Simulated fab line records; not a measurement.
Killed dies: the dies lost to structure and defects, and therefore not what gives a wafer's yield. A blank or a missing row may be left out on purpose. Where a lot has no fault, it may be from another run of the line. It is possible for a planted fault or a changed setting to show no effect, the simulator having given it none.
Shared-tool check | flow gf180mcu | 12 lots, 36 wafers sampled

== REASON IT WAS OPENED ==
Of 12 lots, 2 have the reading NWELL_TW flagged at GF_NWELL_TW_MEAS_11. No-fault wafers: 1569, standard deviation 6.5.
Rule: a lot gets a flag if all its wafers with a number sit over 4 standard deviations from that mean, or if no wafer of it has a number. All remaining lots are regarded as sound.

lot  | measured    | on            | NWELL_TW, wafer by wafer | flag
L279 | day 3 06:52 | film metro-03 | 1561 1569 1568           |
L280 | day 3 12:31 | film metro-03 | 1574 1570 1575           |
L284 | day 4 15:20 | film metro-01 | 1573 1573 1572           |
L283 | day 4 16:02 | film metro-03 | 1568 1565 1569           |
L285 | day 4 18:11 | film metro-03 | 1562 1575 1568           |
L286 | day 4 23:56 | film metro-03 | 1574 1569 1573           |
L288 | day 5 12:32 | film metro-01 | 1565 1570 1567           |
L291 | day 6 02:08 | film metro-01 | 1573 1576 1563           |
L292 | day 6 05:26 | film metro-01 | 1567 1575 1576           |
L294 | day 6 17:11 | film metro-02 | 1562 1564 1562           |
L301 | day 8 06:42 | film metro-03 | 1807 1794 1804           | FLAGGED
L302 | day 8 11:11 | film metro-02 | 1803 1801 1794           | FLAGGED
On average the flagged lots' numbers are 1800, which is +232 against the usual, or +36 standard deviations.

== WHICH TOOL EACH LOT WENT THROUGH ==
The record keeps 1 process step preceding the reading, out of 602 steps on the route. Every cell lists first the tool, next ch and the chambers used by the sampled wafers, and last the start.
lot  | flag    | GF_NWELL_IMPLANT_08
L279 |         | implanter-04 ch 0, day 3 06:28
L280 |         | implanter-01 ch 0, day 3 12:08
L284 |         | implanter-01 ch 0, day 4 14:56
L283 |         | implanter-01 ch 0, day 4 15:38
L285 |         | implanter-01 ch 0, day 4 17:38
L286 |         | implanter-04 ch 0, day 4 23:32
L288 |         | implanter-02 ch 0, day 5 12:09
L291 |         | implanter-04 ch 0, day 6 01:44
L292 |         | implanter-04 ch 0, day 6 05:03
L294 |         | implanter-04 ch 0, day 6 16:47
L301 | FLAGGED | implanter-04 ch 0, day 8 06:19
L302 | FLAGGED | implanter-04 ch 0, day 8 10:47
What these steps do:
- GF_NWELL_IMPLANT_08
- GF_NWELL_TW_MEAS_11

== FLAGGED AGAINST TOTAL, ONE TOOL AT A TIME (gauges that did the reading follow at the end) ==
step                | tool          | lots run | flagged | share of the flagged lots | sound lots run after its first flagged lot
GF_NWELL_IMPLANT_08 | implanter-01  | 4        | 0       | none                      | -
GF_NWELL_IMPLANT_08 | implanter-02  | 1        | 0       | none                      | -
GF_NWELL_IMPLANT_08 | implanter-04  | 7        | 2       | all                       | 0
GF_NWELL_TW_MEAS_11 | film metro-01 | 4        | 0       | none                      | -
GF_NWELL_TW_MEAS_11 | film metro-02 | 2        | 1       | some                      | 0
GF_NWELL_TW_MEAS_11 | film metro-03 | 6        | 1       | some                      | 0

== WHAT IS ALLOWED BY THE TABLE ==
Rows of the table that ran each flagged lot: 1, that is implanter-04 at GF_NWELL_IMPLANT_08.
- implanter-04 at GF_NWELL_IMPLANT_08 ran 7 lots, 2 of them flagged. Its last sound lot is L294 (day 6 16:47), its first flagged lot L301 (day 8 06:19): a fault that began between those two fits. Its own readings (dose ions cm2, faraday current uA) fall more than 4 standard deviations out on all wafers of the flagged lots.
One tool is left: implanter-04 at GF_NWELL_IMPLANT_08.

== WHAT HAD BEEN PUT IN BY THE SIMULATOR ==
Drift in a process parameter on implanter-04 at GF_NWELL_IMPLANT_08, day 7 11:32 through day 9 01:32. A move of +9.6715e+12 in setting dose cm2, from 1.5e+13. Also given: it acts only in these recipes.
Lots struck among those shown: L301, L302. This agrees with what the rule above found.
